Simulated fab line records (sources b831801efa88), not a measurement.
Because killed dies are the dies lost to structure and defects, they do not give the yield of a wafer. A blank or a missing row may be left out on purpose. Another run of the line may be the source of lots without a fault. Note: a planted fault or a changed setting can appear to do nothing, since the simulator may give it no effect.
Which tool did it? | flow gf180mcu | route of 602 steps, sampled at 1 step: 14 lots, 42 wafers

== WHAT THE GAUGES SHOWED, per wafer ==
GF_M4_CD_MEAS_14: the cd target is 280 nm. Usual: cdNm reads 280.1 nm (standard deviation 1.6).
lot  | measured     | on       | cdNm (nm)         | flag
L369 | day 25 14:04 | cdSem-02 | 280.8 280.8 280.5 | 
L370 | day 26 03:58 | cdSem-01 | 281.0 281.0 281.9 | 
L371 | day 26 05:57 | cdSem-02 | 280.4 280.4 280.4 | 
L372 | day 26 18:14 | cdSem-02 | 284.5 283.9 284.6 | 
L373 | day 27 03:40 | cdSem-02 | 279.9 280.5 279.5 | 
L374 | day 27 14:35 | cdSem-01 | 279.4 279.6 279.9 | 
L382 | day 29 15:02 | cdSem-01 | 282.2 282.2 282.6 | 
L384 | day 29 23:03 | cdSem-02 | 279.2 279.3 279.3 | 
L387 | day 31 02:16 | cdSem-02 | 281.5 281.1 280.8 | 
L388 | day 31 02:26 | cdSem-01 | 279.1 279.9 278.6 | 
L389 | day 31 08:29 | cdSem-02 | 281.5 281.7 280.9 | 
L390 | day 31 15:34 | cdSem-01 | 281.2 281.6 282.3 | 
L391 | day 32 00:25 | cdSem-01 | 278.4 279.1 278.9 | 
L386 | day 32 01:39 | cdSem-01 | 281.5 281.7 282.1 | 

== WHICH TOOL RAN EACH LOT (tool, then ch and the chambers of the sampled wafers, then the start) ==
Record: no process step prior to these readings.

== WHAT THE TOOLS THEMSELVES READ (means of the sampled wafers that have a number; where no wafer has one, the mark that the record gives instead) ==
The record holds no such reading with a usual standard deviation.

== THE ANSWER, worked out from the rows above alone ==
Rule: a lot is off if the mean of its wafers that have a number lies more than 3 standard deviations from the usual mean. Also off: a lot with no number at a reading for which 4 or more lots have one. Where the step has rows for the other lots, those lots are counted as sound. Order of review: gauges by route order, followed by the tools' own readings, for which a lot's mean as printed above is used. The first step at which some lot is off is used, and at that step the reading that is off furthest; a lot without a number counts as furthest.
Nothing can be told from this: no lot is off at any reading shown.

== WHAT THE SIMULATOR PUT IN ==
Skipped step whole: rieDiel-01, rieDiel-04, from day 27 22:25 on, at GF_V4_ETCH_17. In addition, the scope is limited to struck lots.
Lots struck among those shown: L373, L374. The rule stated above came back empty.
